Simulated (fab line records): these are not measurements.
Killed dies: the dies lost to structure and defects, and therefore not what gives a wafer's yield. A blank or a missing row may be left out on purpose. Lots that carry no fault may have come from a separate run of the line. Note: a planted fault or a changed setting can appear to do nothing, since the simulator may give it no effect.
Chamber matching ; flow sky130 ; pecvd-03 running SKY_CAP2M_CVD_00: 3 sister chambers
The step deposits SiO2, target thk 15.5 nm. 6 wafers are shown with their chamber, then 10 later ones without.

== EACH WAFER AND ITS CHAMBER ==
wafer;chamber;heater-power-w (W)
L085.3;1;692
L085.5;2;655
L086.1;1;665
L086.5;0;581
L093.1;0;559
L093.2;2;735

== WAFERS WITH NO CHAMBER GIVEN ==
wafer;heater-power-w (W)
L093.4;584
L095.1;488
L095.2;702
L095.3;737
L096.1;760
L096.2;484
L096.3;682
L096.4;652
L096.5;481
L096.6;749

== EACH ONE'S CHAMBER ==
wafer;from the rows above;in truth
L093.4;0;0
L095.1;0;0
L095.2;can't be placed: 2 or 1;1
L095.3;can't be placed: 2 or 1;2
L096.1;can't be placed: 2 or 1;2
L096.2;0;0
L096.3;can't be placed: 1 or 2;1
L096.4;can't be placed: 1 or 2 or 0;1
L096.5;0;0
L096.6;can't be placed: 2 or 1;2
Correctly placed: 4 of 10. These rows do not allow placing 6 (true chamber among the candidates in 6). Wrongly placed: 0.
How it was worked out, from the rows above alone: a wafer's distance from a chamber is the root of the sum, over the readings, of the square of ((its reading less the chamber's mean) divided by the reading's scatter). If the next closest chamber is less than 2 further off than the closest, the wafer can't be placed; otherwise it belongs to the closest. The mean given for a chamber averages the wafers shown for that chamber. How the scatter is found: for the shown wafers, subtract from each reading the mean of its chamber, square and add these, divide the total by (wafers less chambers), then take the root.
